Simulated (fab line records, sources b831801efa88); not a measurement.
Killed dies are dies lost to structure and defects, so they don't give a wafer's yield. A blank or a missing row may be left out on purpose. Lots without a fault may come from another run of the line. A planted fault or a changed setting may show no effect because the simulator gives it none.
Problem report in the 8D (eight disciplines) form, filled by code | flow gf180mcu | the parts of the form that need people (team, actions taken, sign-off) are left out

1. THE PROBLEM
POLY_GATE_CVD_00_THK at GF_POLY_GATE_THK_MEAS_01 reads a mean of 275.1 nm on 9 wafers of 3 lots; wafers without a fault read 200.7 nm with a standard deviation of 2. That is +37 standard deviations from the usual mean.
First seen on wafer L940.3, day 12 17:05, on film_metro-03. The record holds 36 wafers of 12 lots with a number at this step. Rule for "out", or "out of limits": more than 4 standard deviations from the usual mean. The other wafers with a number count as sound.

2. WHAT IT IS AND WHAT IT IS NOT
question                    | is                     | is not
which readings at this step | POLY_GATE_CVD_00_THK   | -
which lots                  | L939, L940, L941       | L928, L929, L930, L931, L933, L934, L938, L942, L943
which wafers of those lots  | all that have a number | -
read on which gauges        | film_metro-03          | film_metro-01, film_metro-02
when                        | from day 12 17:05      | up to then (21 sound wafers); but 6 sound wafers of L942, L943 came after

3. SUSPECTS, AND WHAT RULES EACH OUT
Counting: a tool at a process step up to the reading stays a suspect if it ran every lot that is out and no sound lot after the first of them.
- the gauge at GF_POLY_GATE_THK_MEAS_01: ruled out. All the wafers that are out were read on film_metro-03, but those of them that GF_POLY_GATE_CVD_00 has rows for are out there too, on other tools.
- plasma_asher-03 at GF_VT_IMPLANT_STRIP_20 (strips in O2/N2): kept. It ran every lot that is out, first L940 (day 10 02:32), and no sound lot after that; its last sound lot up to then is L938 (day 10 01:53).
- lpcvd-01 at GF_POLY_GATE_CVD_00 (deposits poly-Si, target thk 200 nm, time 1200 s): kept. It ran every lot that is out, first L940 (day 12 15:44), and no sound lot after that; its last sound lot up to then is L938 (day 12 11:37). Its own readings are out on those wafers: spike_tc_bottom_C, spike_tc_lower_C, zone_power_centre_pct, zone_power_lower_pct.
Left after counting: plasma_asher-03 at GF_VT_IMPLANT_STRIP_20, lpcvd-01 at GF_POLY_GATE_CVD_00.

4. THE CAUSE (what the simulator had put in)
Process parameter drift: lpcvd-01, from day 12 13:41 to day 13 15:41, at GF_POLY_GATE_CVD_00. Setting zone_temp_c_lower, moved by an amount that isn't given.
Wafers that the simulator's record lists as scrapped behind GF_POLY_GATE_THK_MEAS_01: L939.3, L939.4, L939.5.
Counting left 2 suspects, and this tool is among them.

5. THE CHAIN OF EFFECTS, in route order
Each row: a reading whose mean over the struck wafers that have a number lies more than 3 standard deviations from the usual. Only readings for which the record gives a usual standard deviation are gone through. hours: the time from each lot's start at the first step in this table that gives one to its start at this step, as a median over the lots. sigmas: the change in usual standard deviations.
hours | step                     | reading               | usual    | on struck wafers | change | sigmas
0     | GF_POLY_GATE_CVD_00      | spike_tc_bottom_C     | 642.5 C  | 631.6            | -10.9  | -6.1
0     | GF_POLY_GATE_CVD_00      | spike_tc_centre_C     | 620.8 C  | 613.0            | -7.8   | -3.9
0     | GF_POLY_GATE_CVD_00      | spike_tc_lower_C      | 619.7 C  | 680.6            | +60.9  | +55
0     | GF_POLY_GATE_CVD_00      | zone_power_bottom_pct | 13.7 %   | 8.7              | -5.0   | -3.3
0     | GF_POLY_GATE_CVD_00      | zone_power_centre_pct | 8.8 %    | 3.7              | -5.1   | -5.2
0     | GF_POLY_GATE_CVD_00      | zone_power_lower_pct  | 9.7 %    | 22.0             | +12.3  | +37
1     | GF_POLY_GATE_THK_MEAS_01 | POLY_GATE_CVD_00_THK  | 200.7 nm | 275.1            | +74.4  | +37
The process steps in it:
- GF_POLY_GATE_CVD_00: deposits poly-Si, target thk 200 nm, time 1200 s.
Later measuring or inspecting steps at which every struck wafer that the step has a row for has a number for every such reading, and none has moved that far: GF_POLY_GATE_OVL_MEAS_11.

6. WHAT WOULD HAVE CAUGHT IT SOONER
In this record the first reading out of limits at a measuring or inspecting step was taken at day 12 17:05, 3 hours after the fault began at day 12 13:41.
The tool's own readings at GF_POLY_GATE_CVD_00 were out on every struck wafer that the step has a row for (spike_tc_bottom_C, spike_tc_lower_C, zone_power_centre_pct, zone_power_lower_pct): an alarm limit on them would have fired on the first of those.
Of the lots that are out (3), L939, L941 began GF_POLY_GATE_CVD_00 on lpcvd-01 after day 12 17:05. A hold on the tool at that time would have spared those 2.
